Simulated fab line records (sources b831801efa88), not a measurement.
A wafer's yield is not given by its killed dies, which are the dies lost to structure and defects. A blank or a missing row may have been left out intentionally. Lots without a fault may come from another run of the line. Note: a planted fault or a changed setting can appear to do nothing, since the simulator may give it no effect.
A lot that was struck, set against a sound lot || flow gf180mcu || 36 out of 602 route steps
Sound: the wafers L563.3, L563.5, L563.6. Struck: wafer L565.2 (left out: L565.5, L565.6 of the same lot, which were not struck); the cause appears at the end.
Each step with rows lists, per side, the tool, then ch with its chambers, then its first start. Under that, the readings that differ: sound wafers || struck wafers || difference of the means || sigmas: that difference in standard deviations of wafers without a fault.
alike: readings with means less than 2 such deviations apart, plus words and numbers identical on both sides. not compared: withheld readings, readings lacking a value on some wafer, bounds such as >300 that could conceal the same value, and numbers that have no deviation in the record and whose values overlap.
The two part at a step that has a row with sigmas, a row that says differs or no value, or rows on one side only. When numbers do not overlap yet have no deviation, they are printed without sigmas and do not part them. Lack of a reading on every wafer of one side parts them only where that side has two or more wafers.

first, 2 steps without rows for these wafers: GF_M1_PEB_12 (peb time 90 s); GF_M1_DEVELOP_13 (develop time 60 s).
GF_M1_CD_MEAS_14: the cd target is 230 nm.
  sound on cd sem-02 at day 19 00:29; struck on cd sem-01 at day 19 13:01
  alike: cd nm
GF_M1_OVL_MEAS_15:
  sound on overlay-02 at day 19 00:34; struck on overlay-01 at day 19 13:07
  alike: M1_OVL
then, 1 step without rows for these wafers: GF_M1_METAL_ETCH_16 (etches the open film in Cl2/BCl3, stops on SiO2, target depth 750.8 nm, time 125.1 s).
GF_M1_STRIP_17: strips in O2/N2.
  sound on plasma asher-01 ch 0,1, day 19 00:53; struck on plasma asher-02 ch 1, day 19 13:25
{"reading": "rf hours counter h (h)", "sound": "- - -", "struck": 82, "difference": "no value on the sound wafers", "sigmas": ""}
  alike: drypump motor current A, heater power w, o2 flow sccm, oes product au, strip time to endpoint s
then, 3 steps without rows for these wafers: GF_M1_STRIP_18 (strips in post etch residue remover, time 1200 s); GF_M1_CLEAN_19 (cleans in DIW); GF_V1_CVD_00 (deposits SiO2, target thk 600 nm, time 100 s).
GF_V1_THK_MEAS_01:
  sound on film metro-03 at day 19 01:33; struck on film metro-03 at day 19 14:04
  alike: V1_CVD_00_THK
GF_V1_CVD_02: deposits SiO2 from TEOS, target thk 850 nm, time 94.851 s.
  sound on pecvd-03 ch 0,1,2, day 19 01:35; struck on pecvd-04 ch 1, day 19 14:07
  alike: heater power w
GF_V1_THK_MEAS_03:
  sound on film metro-01 at day 19 01:41; struck on film metro-01 at day 19 14:11
  alike: V1_CVD_02_THK
GF_V1_CMP_04: polishes SiO2.
  sound on cmp-02 ch 0,3, day 19 01:46; struck on cmp-02 ch 0, day 19 14:23
{"reading": "time to endpoint s (s)", "sound": "85 85 89", "struck": 104, "difference": "+18", "sigmas": "+3"}
{"reading": "model.SiO2_of_V1_CVD_02.thk nm (nm)", "sound": "634.2 632.5 633.5", "struck": 585.8, "difference": -47.6, "sigmas": ""}
  alike: motor current A, platen rpm
GF_V1_BOW_MEAS_05:
  sound on film metro-03 at day 19 02:04; struck on film metro-04 at day 19 14:34
  alike: V1_BOW
then, 8 steps without rows for these wafers: GF_V1_DEHYDRATE_06 (time 60 s); GF_V1_HMDS_07 (prime time 60 s); GF_V1_COAT_08; GF_V1_COAT_09 (resist thk 1000 nm); GF_V1_SOFTBAKE_10 (time 60 s); GF_V1_EXPOSE_11 (exposes mask Via1, target cd 260 nm); GF_V1_PEB_12 (peb time 90 s); GF_V1_DEVELOP_13 (develop time 60 s).
GF_V1_CD_MEAS_14: the cd target is 260 nm.
  sound on cd sem-01 at day 20 01:48; struck on cd sem-01 at day 20 14:43
  alike: cd nm
GF_V1_OVL_MEAS_15:
  sound on overlay-02 at day 20 01:53; struck on overlay-02 at day 20 14:49
  alike: V1_OVL
GF_V1_ETCH_16: etches BARC in N2/H2.
  sound on rie diel-02 ch 0,1,3, day 20 01:55; struck on rie diel-01 ch 3, day 20 14:51
  alike: drypump motor current A, oes product au, throttle valve pct
GF_V1_ETCH_17: etches SiO2 in C4F8/O2/Ar, stops on TiN, target depth 630 nm.
  sound: rie diel-02 ch 0,1,3; struck: rie diel-01 ch 3
{"reading": "oes product au (a.u.)", "sound": "0.856 0.853 0.858", "struck": 0.817, "difference": -0.039, "sigmas": -9}
{"reading": "model.etch.depth nm (nm)", "sound": "634.2 632.5 633.5", "struck": 585.8, "difference": -47.6, "sigmas": ""}
{"reading": "model.V1.feature depth nm (nm)", "sound": "634.2 632.5 633.5", "struck": 585.8, "difference": -47.6, "sigmas": ""}
GF_V1_STRIP_18: strips in O2/N2.
  sound on plasma asher-02 ch 0,1, day 20 02:05; struck on plasma asher-02 ch 1, day 20 14:59
{"reading": "rf hours counter h (h)", "sound": "- - -", "struck": 84, "difference": "no value on the sound wafers", "sigmas": ""}
  alike: drypump motor current A, heater power w, o2 flow sccm, oes product au
then, 4 steps without rows for these wafers: GF_V1_STRIP_19 (strips in post etch residue remover, time 1200 s); GF_V1_CLEAN_20 (cleans in DIW); GF_V1_SPUTTER_21 (material Ti, target thk 15 nm, time 80.02 s); GF_V1_SPUTTER_22 (material TiN, target thk 10 nm, time 40 s).
GF_V1_CVD_23: deposits W, target thk 350 nm, time 105.05 s.
  sound on cvd w-02 ch 0,1, day 20 03:04; struck on cvd w-01 ch 1, day 20 15:37
  alike: heater power w
GF_V1_RS_MEAS_24: the measuring method here is four-point-probe.
  sound on film metro-01 at day 20 03:10; struck on film metro-03 at day 20 15:44
  alike: V1_W_RS
GF_V1_THK_MEAS_25: measures by xrf.
  sound on film metro-01 at day 20 03:16; struck on film metro-03 at day 20 15:51
  alike: V1_W_THK
GF_V1_CMP_26: polishes, stops on SiO2, t overpolish 15 s, target thk 0 nm.
  sound on cmp-02 ch 0,1,3, day 20 03:28; struck on cmp-02 ch 0, day 20 15:54
{"reading": "model.SiO2_of_V1_CVD_02.thk nm (nm)", "sound": "630.5 628.7 629.7", "struck": 582.1, "difference": -47.5, "sigmas": ""}
  alike: motor current A, platen rpm
then, 1 step without rows for these wafers: GF_M2_SPUTTER_00 (material Ti, target thk 37.5 nm, time 150 s).

## WHERE THEY PART
First at GF_M1_STRIP_17; last, within this record, at GF_V1_STRIP_18. Later steps at which nothing parts them and some readings are alike: GF_V1_CVD_23, GF_V1_RS_MEAS_24, GF_V1_THK_MEAS_25, GF_V1_CMP_26.

WHY: whatever the simulator had introduced
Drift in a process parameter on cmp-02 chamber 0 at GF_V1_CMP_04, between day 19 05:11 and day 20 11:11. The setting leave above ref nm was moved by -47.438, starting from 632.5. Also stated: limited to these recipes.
